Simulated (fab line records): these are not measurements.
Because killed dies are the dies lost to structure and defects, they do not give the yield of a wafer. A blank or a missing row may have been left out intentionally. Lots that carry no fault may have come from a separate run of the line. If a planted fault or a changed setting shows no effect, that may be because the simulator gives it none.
Code-filled problem report in 8D (eight disciplines) form | flow sky130 | the parts of the form that need people (team, actions taken, sign-off) are left out

== 1. THE PROBLEM ==
VIA2_W_RS at SKY_VIA2_RS_MEAS_22 reads a mean of 0.187 ohm/sq on 3 wafers of 3 lots; wafers without a fault read 0.273 ohm/sq with a standard deviation of 0.0035. Measured from the usual mean, that is -24 standard deviations.
The step: measures by four-point-probe.
Earliest sighting: wafer L688.3 on film_metro-04 at day 39 05:20. At this step, 29 wafers from 11 lots have a number in the record. The rule behind "out" and "out of limits": a value lying over 4 standard deviations away from the usual mean. Any other wafer with a number is counted as sound.

== 2. WHAT IT IS; WHAT IT IS NOT ==
question                    | is                           | is not
which readings at this step | VIA2_W_RS                    | -
which lots                  | L688, L690, L691             | L679, L683, L684, L689, L694, L695, L696, L701
which wafers of those lots  | L688.3, L690.2, L691.1       | L688.1, L688.4
read on which gauges        | film_metro-02, film_metro-04 | film_metro-01
when                        | from day 39 05:20            | up to then (11 sound wafers); but 15 sound wafers of L689, L694, L695, L696, L701 came after

== 3. SUSPECTS, AND WHAT RULES EACH OUT ==
Counting: if a tool at a process step up to the reading ran every lot that is out, it stays a suspect. Sound lots after the first of them don't rule it out here, since some wafers of a struck lot are sound.
- the gauge at SKY_VIA2_RS_MEAS_22: ruled out. Those wafers that are out were read across 2 gauges (film_metro-02, film_metro-04).
- cvd_w-02 at SKY_VIA2_CVD_21 (deposits W, target thk 420 nm, time 126.4 s): kept. It ran every lot that is out, first L688 (day 39 05:11); its last sound lot up to then is L684 (day 37 23:13).
- Within cvd_w-02 at SKY_VIA2_CVD_21, the wafers that are out were processed in chamber 0 and their sound lot-mates in chamber 1.
Left after counting: cvd_w-02 at SKY_VIA2_CVD_21.

== 4. THE CAUSE (what the simulator had put in) ==
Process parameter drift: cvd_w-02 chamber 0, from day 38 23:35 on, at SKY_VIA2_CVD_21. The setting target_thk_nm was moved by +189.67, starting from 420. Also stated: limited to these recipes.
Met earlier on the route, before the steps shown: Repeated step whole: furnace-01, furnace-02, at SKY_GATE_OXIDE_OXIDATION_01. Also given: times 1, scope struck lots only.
Counting left only this tool.

== 5. THE EFFECT CHAIN, in route order ==
Each row: a reading whose mean over the struck wafers that have a number lies more than 3 standard deviations from the usual. Only readings whose record carries a usual standard deviation are examined. hours: median over the lots of the time between each lot's start at the first step of this table that gives one and its start at this step. sigmas: the change, counted in usual standard deviations.
hours | step                | reading            | usual        | on struck wafers | change | sigmas
0     | SKY_VIA2_RS_MEAS_22 | VIA2_W_RS          | 0.273 ohm/sq | 0.187            | -0.086 | -24
8     | SKY_VIA2_CMP_24     | time_to_endpoint_s | 102 s        | 149              | +47    | +8.4
The process steps in it:
- SKY_VIA2_CMP_24: polishes, stops on SiO2, t overpolish 18.53 s, target thk 0 nm.
Readings that are blank on the struck wafers while sound wafers have them: VIA2_W_THK at SKY_VIA2_THK_MEAS_23.

== 6. WHAT WOULD HAVE CAUGHT IT SOONER ==
The first out-of-limits reading at a measuring or inspecting step in this record came at day 39 05:20, 6 hours after the fault's start at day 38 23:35.
Of the tool readings at SKY_VIA2_CVD_21 for which the record gives a usual standard deviation, none was out on any struck wafer, so an alarm limit of 4 standard deviations on them would not have fired.
Lots out: 3; of these, L690, L691 started SKY_VIA2_CVD_21 on cvd_w-02 after day 39 05:20. A hold on the tool at that time would have spared those 2.
